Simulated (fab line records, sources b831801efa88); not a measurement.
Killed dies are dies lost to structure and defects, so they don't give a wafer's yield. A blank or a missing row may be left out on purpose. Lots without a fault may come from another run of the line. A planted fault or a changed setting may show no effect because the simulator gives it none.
fab line records | flow gf180mcu
record lots=13 wafers=39 last_day=34
route steps=602 shown M2@368 V2@400 M3@411
lots that met no fault: from a run of the same line without faults
start_h: hours from the record's first day to the start of the lot's first wafer shown | wait_h: hours since the lot's step before | " the same as in the row above | L1.1+2: a row that stands for several wafers | - no value, or no start given | * or withheld: withheld | < > ~ a bound
route shown NAME@n: a module of which the file shows steps, and the number in the route of the first | usual: mean/standard deviation of fault-free wafers | same: alike in all rows | chamber/n: place in a boat | sites: the reading at each site | _std_site: their standard deviation | _edge_site: outer sites' mean less inner sites' | radius_mm: how far each site lies from the wafer's centre | mask NAME#n: copy n | behind: the tool/chamber that last shaped the wafer | hold: why the lot was held/for how many hours/how that ended | device: the transistor (n, p or np) that didn't switch | end of line: the same wafers' tests at the end of the route | a step without rows: its recipe alone | killed: dies lost to structure and defects at the first sort, not the wafer's yield | map: a wafer's dies, x killed, . not, _ none there
set.NAME: the setting as run; set.NAME@STEP: as run at that earlier step | model.NAME: the simulator's own value behind a step, which no gauge read
steps of the route over a sample of lots; a table a step, a row a wafer
services: from which hour (start_h, from the record's first day; less than 0 if before it) a tool's chamber was out of use, for how many hours, and why
## steps
# step GF_M2_THK_MEAS_06
# recipe thk_meas_gauge=xrf reads=AlCu_of_M2_SPUTTER_02
# usual M2_ALCU_THK=451/6.2
# columns lot.wafer tool chamber start_h wait_h M2_ALCU_THK[nm]
L198.2 film_metro-02 - 407.58 0.1 466
L198.5 " - " " 464
L198.6 " - " " 457
L199.3 film_metro-04 - 418.73 0.1 449
L199.4 " - " " 445
L199.5 " - " " 447
L200.1 film_metro-04 - 431.52 0.1 455
L200.3 " - " " 455
L200.6 " - " " 459
L201.1 film_metro-01 - 434.50 0.1 444
L201.5 " - " " 447
L201.6 " - " " 448
L202.1 film_metro-01 - 448.54 0.1 439
L202.3 " - " " 444
L202.4 " - " " 442
L203.1 film_metro-01 - 460.24 0.1 455
L203.3 " - " " 455
L203.5 " - " " 457
L208.2 film_metro-01 - 505.75 0.1 448
L208.3 " - " " 456
L208.4 " - " " 455
L212.4 film_metro-01 - 538.44 0.1 453
L212.5 " - " " 455
L212.6 " - " " 451
L216.1 film_metro-01 - 568.31 0.1 440
L216.2 " - " " 445
L216.3 " - " " 444
L217.2 film_metro-04 - 587.89 0.1 451
L217.5 " - " " 449
L217.6 " - " " 454
L220.1 film_metro-02 - 595.73 0.1 461
L220.3 " - " " 454
L220.6 " - " " 457
L219.4 film_metro-01 - 597.31 0.1 443
L219.5 " - " " 444
L219.6 " - " " 442
L221.2 film_metro-01 - 609.15 0.1 447
L221.3 " - " " 452
L221.6 " - " " 454
# step GF_V2_STRIP_18
# recipe chemistry=O2/N2 power_w=1400 pressure_mtorr=1500 platen_temp_c=250 o2_flow_sccm=3000 n2_flow_sccm=300 overash_fraction=0.5
# usual drypump_motor_current_A=5.8/0.54 heater_power_w=339/66 oes_product_au=0.593/0.0047
# columns lot.wafer tool chamber start_h wait_h drypump_motor_current_A heater_power_w oes_product_au rf_hours_counter_h
L198.2 plasma_asher-01 1 458.33 - 4.9 295 0.590 3
L198.5 " 0 " " 5.6 268 0.602 -
L198.6 " 1 " " 4.9 289 0.597 -
L199.3 plasma_asher-03 1 468.76 - 6.5 336 0.586 -
L199.4 " 0 " " 5.9 443 0.588 -
L199.5 " 0 " " 6.0 453 0.591 -
L200.1 plasma_asher-03 1 481.22 - 6.5 326 0.601 89
L200.3 " 1 " " 6.5 335 0.590 -
L200.6 " 1 " " 6.5 336 0.593 -
L201.1 plasma_asher-01 1 485.60 - 4.9 291 0.588 5
L201.5 " 1 " " 4.9 286 0.587 -
L201.6 " 0 " " 5.6 269 0.589 -
L202.1 plasma_asher-03 1 498.45 - 6.5 336 0.592 91
L202.3 " 0 " " 6.0 438 0.593 -
L202.4 " 1 " " 6.5 336 0.590 -
L203.1 plasma_asher-01 1 509.00 - 4.9 293 0.599 8
L203.3 " 1 " " 4.9 291 0.590 -
L203.5 " 0 " " 5.6 263 0.594 -
L208.2 plasma_asher-03 1 552.69 - 6.5 320 0.593 97
L208.3 " 1 " " 6.5 336 0.596 -
L208.4 " 0 " " 6.0 451 0.598 -
L212.4 plasma_asher-01 1 583.86 - 4.9 295 0.592 -
L212.5 " 1 " " 4.9 289 0.588 -
L212.6 " 0 " " 5.5 279 0.597 -
L216.1 plasma_asher-01 0 612.10 - 5.6 272 0.593 19
L216.2 " 1 " " 4.9 288 0.585 19
L216.3 " 0 " " 5.6 273 0.593 -
L217.2 plasma_asher-02 0 631.09 - 6.2 316 0.581 53
L217.5 " 1 " " 5.5 306 0.589 -
L217.6 " 0 " " 6.2 308 0.592 -
L220.1 plasma_asher-02 0 638.92 - 6.3 308 0.599 54
L220.3 " 1 " " 5.5 289 0.598 -
L220.6 " 0 " " 6.2 310 0.595 -
L219.4 plasma_asher-03 0 640.36 - 5.9 449 0.593 -
L219.5 " 1 " " 6.5 338 0.593 -
L219.6 " 0 " " 6.0 451 0.603 -
L221.2 plasma_asher-03 0 650.92 - 5.9 457 0.584 108
L221.3 " 0 " " 5.9 447 0.590 -
L221.6 " 0 " " 6.0 448 0.584 -
# step GF_M3_SPUTTER_02
# recipe material=AlCu target_thk_nm=450 power_w=10600 time_s=23.9 chamber_pressure_pa=0.4
# usual throttle_valve_pct=29.9/1
# columns lot.wafer tool chamber start_h wait_h throttle_valve_pct
L198.2 pvd_sputter-01 - 459.68 0.0 30.0
L198.5 " - " " 29.9
L198.6 " - " " 28.6
L199.3 pvd_sputter-03 - 470.09 0.0 31.3
L199.4 " - " " 28.9
L199.5 " - " " 30.4
L200.1 pvd_sputter-01 - 482.65 0.0 28.7
L200.3 " - " " 30.0
L200.6 " - " " 28.5
L201.1 pvd_sputter-03 - 486.96 0.0 30.5
L201.5 " - " " 31.3
L201.6 " - " " 29.6
L202.1 pvd_sputter-01 - 499.81 0.0 31.3
L202.3 " - " " 28.7
L202.4 " - " " 30.2
L203.1 pvd_sputter-01 - 510.35 0.0 31.2
L203.3 " - " " 28.6
L203.5 " - " " 29.8
L208.2 pvd_sputter-02 - 554.05 0.0 31.3
L208.3 " - " " 29.9
L208.4 " - " " 28.4
L212.4 pvd_sputter-03 - 585.18 0.0 29.2
L212.5 " - " " 28.7
L212.6 " - " " 30.6
L216.1 pvd_sputter-01 - 613.52 0.0 31.0
L216.2 " - " " 30.2
L216.3 " - " " 28.5
L217.2 pvd_sputter-03 - 632.45 0.0 29.3
L217.5 " - " " 30.5
L217.6 " - " " 29.5
L220.1 pvd_sputter-01 - 640.31 0.0 28.8
L220.3 " - " " 30.0
L220.6 " - " " 28.6
L219.4 pvd_sputter-01 - 641.68 0.0 31.6
L219.5 " - " " 28.3
L219.6 " - " " 31.4
L221.2 pvd_sputter-01 - 652.28 0.0 30.0
L221.3 " - " " 31.3
L221.6 " - " " 28.6
# step GF_M3_METAL_ETCH_16
# recipe chemistry=Cl2/BCl3 mask_material=KrF target_depth_nm=750.8 stop_on=SiO2 pressure_mtorr=8 icp_w=800 bias_w=140 Cl2_flow_sccm=80 bcl3_flow_sccm=40 time_s=125.1
# usual drypump_motor_current_A=5.60/0.25 mfc_cl2_sccm=80.00/0.22 oes_product_au=0.989/0.0056 throttle_valve_pct=28.230/0.0095
# columns lot.wafer tool chamber start_h wait_h drypump_motor_current_A mfc_cl2_sccm oes_product_au rf_hours_counter_h throttle_valve_pct
L198.2 rie_metal-04 0 483.78 0.0 5.45 80.46 0.991 7 28.227
L198.5 " 0 " " 5.46 80.46 0.988 - 28.236
L198.6 " 1 " " 5.23 79.93 0.985 - 28.245
L199.3 rie_metal-02 0 494.79 0.1 5.86 79.73 0.988 - 28.217
L199.4 " 1 " " 5.89 79.87 0.984 - 28.237
L199.5 " 1 " " 5.91 79.79 0.988 - 28.225
L200.1 rie_metal-04 1 506.65 0.0 5.23 79.84 0.990 4 28.232
L200.3 " 1 " " 5.23 79.74 0.993 - 28.240
L200.6 " 0 " " 5.47 80.08 0.989 - 28.220
L201.1 rie_metal-03 1 510.87 0.0 5.62 79.80 0.992 5 28.228
L201.5 " 1 " " 5.64 80.08 0.990 - 28.232
L201.6 " 0 " " 5.45 79.91 0.988 - 28.228
L202.1 rie_metal-04 0 522.63 0.0 5.47 79.51 0.998 8 28.219
L202.3 " 0 " " 5.46 80.13 0.994 - 28.239
L202.4 " 1 " " 5.24 80.10 0.998 - 28.238
L203.1 rie_metal-04 0 532.98 0.0 5.45 79.69 0.993 8 28.231
L203.3 " 0 " " 5.47 79.74 0.990 - 28.222
L203.5 " 0 " " 5.47 80.05 0.991 - 28.220
L208.2 rie_metal-04 0 576.19 0.0 5.47 79.83 0.995 9 28.220
L208.3 " 0 " " 5.47 80.48 0.986 - 28.235
L208.4 " 1 " " 5.23 80.33 0.991 - 28.218
L212.4 rie_metal-03 0 606.93 0.1 5.41 80.21 0.992 - 28.234
L212.5 " 1 " " 5.63 80.12 0.894 - 28.344
L212.6 " 0 " " 5.43 79.74 0.906 - 28.323
L216.1 rie_metal-02 1 633.68 0.0 5.89 80.05 0.986 14 28.247
L216.2 " 0 " " 5.88 79.88 0.980 7 28.229
L216.3 " 0 " " 5.88 80.08 0.977 - 28.233
L217.2 rie_metal-04 0 652.79 0.0 5.46 80.17 0.989 11 28.220
L217.5 " 0 " " 5.46 80.17 0.998 - 28.235
L217.6 " 1 " " 5.23 79.87 0.985 - 28.221
L220.1 rie_metal-02 1 659.93 0.0 5.93 80.01 0.981 15 28.215
L220.3 " 0 " " 5.88 79.86 0.987 - 28.227
L220.6 " 1 " " 5.90 80.08 0.985 - 28.227
L219.4 rie_metal-02 1 661.27 0.1 5.91 80.30 0.991 - 28.208
L219.5 " 1 " " 5.91 80.29 0.999 - 28.212
L219.6 " 0 " " 5.88 80.16 0.984 - 28.237
L221.2 rie_metal-02 0 671.71 0.1 5.88 80.46 0.984 - 28.235
L221.3 " 0 " " 5.88 80.36 0.978 - 28.219
L221.6 " 0 " " 5.90 80.28 0.991 - 28.239
# step GF_M3_STRIP_17
# recipe chemistry=O2/N2 power_w=1400 pressure_mtorr=1500 platen_temp_c=250 o2_flow_sccm=3000 n2_flow_sccm=300 overash_fraction=0.5
# usual drypump_motor_current_A=6.0/0.46 heater_power_w=321/50 oes_product_au=0.537/0.0048 strip_time_to_endpoint_s=7.39/0.046
# columns lot.wafer tool chamber start_h wait_h drypump_motor_current_A heater_power_w oes_product_au rf_hours_counter_h strip_time_to_endpoint_s
L198.2 plasma_asher-04 1 483.91 0.1 5.4 287 0.532 64 7.37
L198.5 " 1 " " 5.4 294 0.538 - 7.37
L198.6 " 0 " " 6.5 304 0.542 - 7.41
L199.3 plasma_asher-04 1 494.91 0.1 5.4 295 0.535 - 7.36
L199.4 " 0 " " 6.5 302 0.535 - 7.43
L199.5 " 1 " " 5.4 289 0.533 - 7.39
L200.1 plasma_asher-02 1 506.77 0.1 5.5 308 0.537 40 7.37
L200.3 " 0 " " 6.3 305 0.541 - 7.41
L200.6 " 0 " " 6.2 314 0.531 - 7.38
L201.1 plasma_asher-04 0 511.00 0.1 6.5 294 0.539 67 7.41
L201.5 " 1 " " 5.4 284 0.536 - 7.41
L201.6 " 0 " " 6.5 288 0.539 - 7.35
L202.1 plasma_asher-02 0 522.76 0.1 6.2 305 0.532 42 7.31
L202.3 " 1 " " 5.5 293 0.546 - 7.33
L202.4 " 0 " " 6.2 315 0.543 - 7.36
L203.1 plasma_asher-02 0 533.11 0.1 6.3 317 0.532 43 7.35
L203.3 " 0 " " 6.2 325 0.544 - 7.37
L203.5 " 1 " " 5.5 303 0.533 - 7.34
L208.2 plasma_asher-03 1 576.32 0.1 6.5 330 0.536 99 7.35
L208.3 " 1 " " 6.5 341 0.535 - 7.32
L208.4 " 0 " " 6.0 441 0.538 - 7.37
L212.4 plasma_asher-04 1 607.04 0.1 5.4 283 0.529 - 7.33
L212.5 " 1 " " 5.4 286 0.567 - 7.86
L212.6 " 0 " " 6.5 306 0.547 - 7.78
L216.1 plasma_asher-03 0 633.81 0.1 6.0 448 0.542 106 7.41
L216.2 " 1 " " 6.5 336 0.538 106 7.42
L216.3 " 0 " " 6.0 437 0.546 - 7.49
L217.2 plasma_asher-02 0 652.92 0.1 6.3 314 0.543 56 7.46
L217.5 " 0 " " 6.2 311 0.536 - 7.41
L217.6 " 1 " " 5.5 299 0.540 - 7.39
L220.1 plasma_asher-04 1 660.06 0.1 5.4 279 0.535 82 7.36
L220.3 " 1 " " 5.4 299 0.541 - 7.45
L220.6 " 0 " " 6.5 302 0.541 - 7.41
L219.4 plasma_asher-03 1 661.39 0.1 6.5 333 0.536 - 7.35
L219.5 " 1 " " 6.5 334 0.533 - 7.33
L219.6 " 0 " " 5.9 427 0.531 - 7.39
L221.2 plasma_asher-04 1 671.93 0.2 5.4 290 0.538 83 7.43
L221.3 " 1 " " 5.4 289 0.543 - 7.43
L221.6 " 0 " " 6.5 306 0.534 - 7.42
## services
# columns tool chamber start_h hours kind
pvd_sputter-01 - 473.34 8.7 repair
plasma_asher-04 - 480.31 2.8 pm
pvd_sputter-03 - 483.00 1.1 repair
plasma_asher-02 - 491.69 3.9 repair
rie_metal-03 1 513.40 28.5 repair
pvd_sputter-03 - 516.40 0.7 repair
rie_metal-02 1 516.55 48.8 repair
rie_metal-03 - 523.16 2.8 pm
plasma_asher-03 - 524.06 2.4 repair
pvd_sputter-03 - 532.08 1.2 repair
plasma_asher-04 - 535.88 11.1 repair
rie_metal-02 - 541.78 2.8 pm
rie_metal-04 - 549.42 0.5 repair
rie_metal-04 - 568.94 1.1 repair
pvd_sputter-03 - 570.37 10.8 repair
rie_metal-04 - 578.03 14.8 repair
rie_metal-04 - 592.79 14.6 pm
pvd_sputter-01 - 594.80 1.5 repair
plasma_asher-02 - 602.35 11.4 repair
pvd_sputter-01 - 603.62 1.2 repair
plasma_asher-03 - 619.60 0.3 repair
plasma_asher-01 - 650.32 5.0 repair
plasma_asher-01 - 651.49 1.4 repair
rie_metal-02 1 667.17 4.8 repair
## key
first_sign step=GF_M3_METAL_ETCH_16 reading=oes_product_au direction=down sigmas=16 usual=0.989 struck=0.900
effect step=GF_M3_METAL_ETCH_16 reading=throttle_valve_pct direction=up sigmas=11 usual=28.230 struck=28.333
effect step=GF_M3_STRIP_17 reading=strip_time_to_endpoint_s direction=up sigmas=9.6 usual=* struck=*
met_at GF_M3_METAL_ETCH_16
struck_lots L212
struck_wafers L212.5,L212.6
sort_left_out L212.5,L212.6
not_acting_at GF_M2_THK_MEAS_06,GF_V2_STRIP_18,GF_M3_SPUTTER_02
onset_between 510.87 606.93
fault kind=process_parameter_drift tool=rie_metal-03 chamber=- onset_h=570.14 steps=GF_M3_METAL_ETCH_16 channel=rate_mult offset=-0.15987 shape=step end_h=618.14 scope=struck_wafers_only
# sort_left_out: the simulated sort isn't trusted on such a fault, so these wafers' sort isn't shown, and their yield isn't known
